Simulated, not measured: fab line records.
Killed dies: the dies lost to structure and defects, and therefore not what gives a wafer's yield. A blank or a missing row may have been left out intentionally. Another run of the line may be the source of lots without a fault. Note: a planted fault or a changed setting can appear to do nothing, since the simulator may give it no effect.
What tool caused it? || flow sky130 || Sampling: 14 lots, 42 wafers, 2 of 708 route steps

## WHAT THE GAUGES READ, wafer by wafer
The record holds no reading of a measuring or inspecting step that can be judged against a usual standard deviation.

## WHICH TOOL RAN EACH LOT (tool, then ch and the chambers of the sampled wafers, then the start)
{"lot": "L258", "SKY_SONOS_TUNNEL_DEVELOP_06": "litho track-03 ch 0, day 11 10:40", "SKY_PAD_OPEN_PROBE_99": "-"}
{"lot": "L259", "SKY_SONOS_TUNNEL_DEVELOP_06": "litho track-02 ch 0, day 11 14:13", "SKY_PAD_OPEN_PROBE_99": "-"}
{"lot": "L260", "SKY_SONOS_TUNNEL_DEVELOP_06": "litho track-04 ch 0, day 12 01:38", "SKY_PAD_OPEN_PROBE_99": "-"}
{"lot": "L261", "SKY_SONOS_TUNNEL_DEVELOP_06": "litho track-04 ch 0, day 12 16:23", "SKY_PAD_OPEN_PROBE_99": "-"}
{"lot": "L262", "SKY_SONOS_TUNNEL_DEVELOP_06": "litho track-03 ch 0, day 12 16:25", "SKY_PAD_OPEN_PROBE_99": "-"}
{"lot": "L263", "SKY_SONOS_TUNNEL_DEVELOP_06": "litho track-03 ch 0, day 12 18:16", "SKY_PAD_OPEN_PROBE_99": "-"}
{"lot": "L264", "SKY_SONOS_TUNNEL_DEVELOP_06": "litho track-04 ch 0, day 13 04:50", "SKY_PAD_OPEN_PROBE_99": "-"}
{"lot": "L266", "SKY_SONOS_TUNNEL_DEVELOP_06": "litho track-03 ch 0, day 13 23:31", "SKY_PAD_OPEN_PROBE_99": "-"}
{"lot": "L269", "SKY_SONOS_TUNNEL_DEVELOP_06": "litho track-02 ch 0, day 14 23:41", "SKY_PAD_OPEN_PROBE_99": "prober-01, day 48 12:31"}
{"lot": "L271", "SKY_SONOS_TUNNEL_DEVELOP_06": "litho track-04 ch 0, day 15 12:54", "SKY_PAD_OPEN_PROBE_99": "-"}
{"lot": "L273", "SKY_SONOS_TUNNEL_DEVELOP_06": "litho track-02 ch 0, day 16 03:44", "SKY_PAD_OPEN_PROBE_99": "-"}
{"lot": "L279", "SKY_SONOS_TUNNEL_DEVELOP_06": "litho track-03 ch 0, day 18 00:10", "SKY_PAD_OPEN_PROBE_99": "-"}
{"lot": "L280", "SKY_SONOS_TUNNEL_DEVELOP_06": "litho track-03 ch 0, day 18 10:36", "SKY_PAD_OPEN_PROBE_99": "-"}
{"lot": "L281", "SKY_SONOS_TUNNEL_DEVELOP_06": "litho track-04 ch 0, day 18 19:47", "SKY_PAD_OPEN_PROBE_99": "-"}
- SKY_SONOS_TUNNEL_DEVELOP_06: develop time 60 s.
- SKY_PAD_OPEN_PROBE_99

## AS READ BY THE TOOLS THEMSELVES (means over the sampled wafers that have a number; for cases with no such wafer, the mark the record gives instead)
SKY_SONOS_TUNNEL_DEVELOP_06.
{"lot": "L258", "tool": "litho track-03", "developer temp C (C)": 22.89, "exhaust pa (Pa)": 44.5}
{"lot": "L259", "tool": "litho track-02", "developer temp C (C)": 22.95, "exhaust pa (Pa)": 44.9}
{"lot": "L260", "tool": "litho track-04", "developer temp C (C)": 23.03, "exhaust pa (Pa)": 45.3}
{"lot": "L261", "tool": "litho track-04", "developer temp C (C)": 23.00, "exhaust pa (Pa)": 45.6}
{"lot": "L262", "tool": "litho track-03", "developer temp C (C)": 23.04, "exhaust pa (Pa)": 45.7}
{"lot": "L263", "tool": "litho track-03", "developer temp C (C)": 23.00, "exhaust pa (Pa)": 43.8}
{"lot": "L264", "tool": "litho track-04", "developer temp C (C)": 23.01, "exhaust pa (Pa)": 45.4}
{"lot": "L266", "tool": "litho track-03", "developer temp C (C)": 22.99, "exhaust pa (Pa)": 45.0}
{"lot": "L269", "tool": "litho track-02", "developer temp C (C)": 23.94, "exhaust pa (Pa)": 45.5}
{"lot": "L271", "tool": "litho track-04", "developer temp C (C)": 22.93, "exhaust pa (Pa)": 44.2}
{"lot": "L273", "tool": "litho track-02", "developer temp C (C)": 23.99, "exhaust pa (Pa)": 44.9}
{"lot": "L279", "tool": "litho track-03", "developer temp C (C)": 22.94, "exhaust pa (Pa)": 45.5}
{"lot": "L280", "tool": "litho track-03", "developer temp C (C)": 22.83, "exhaust pa (Pa)": 45.5}
{"lot": "L281", "tool": "litho track-04", "developer temp C (C)": 22.91, "exhaust pa (Pa)": 45.6}

SKY_PAD_OPEN_PROBE_99.
{"lot": "L269", "tool": "prober-01", "killed_at_M0_to_M3": 44, "killed_at_M4_up": 2.7, "killed at contacts": 26, "killed at front end": 15, "killed at other": 0.0, "killed dies": 88, "killed open": 46, "killed short": 42}

## THE ANSWER, worked out from the rows above alone
Rule: usual is defined by the lots themselves. The widest of any qualifying gaps counts: lots, ordered by their means at a reading, are off when they make up no more than a third of the lots, leave a main group of 4 or more, and stand apart from it by 3 or more times the standard deviation of that group's means. The tables above print the reading to a certain number of digits; a main group whose means all agree to those digits is not used. Also off: a lot with no number at a reading for which 4 or more lots have one. Any other lot the step has rows for is counted as sound. The gauges are gone through in route order, then the tools' own readings, and for those a lot's mean is taken as printed above. At the first step where some lot is off, the reading lying furthest off is the one used; lots without a number count as furthest.
Off: L269, L273 (SKY_SONOS_TUNNEL_DEVELOP_06, developer temp C). For the main group the mean is 22.96 C and the standard deviation 0.06.
If a tool, at that step or one of the process steps before it, ran each lot that is off and ran no sound lot following the first of them, it fits. One fits: SKY_SONOS_TUNNEL_DEVELOP_06 on litho track-02. Its last sound lot is L259 (day 11 14:13), its first lot that is off L269 (day 14 23:41): a fault that began between those two fits.
The tool's own readings at SKY_SONOS_TUNNEL_DEVELOP_06 bear it out: on the lots that are off they differ by more than 5 times the standard deviation of the sound lots' means. developer temp C reads 23.96 C there against 22.96 C on the sound lots.

## WHAT THE SIMULATOR HAD INSERTED
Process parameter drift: litho track-02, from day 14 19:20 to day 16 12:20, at SKY_SONOS_TUNNEL_DEVELOP_06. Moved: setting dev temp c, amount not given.
Struck lots among those shown: L269, L273. The same result came from the rule above.
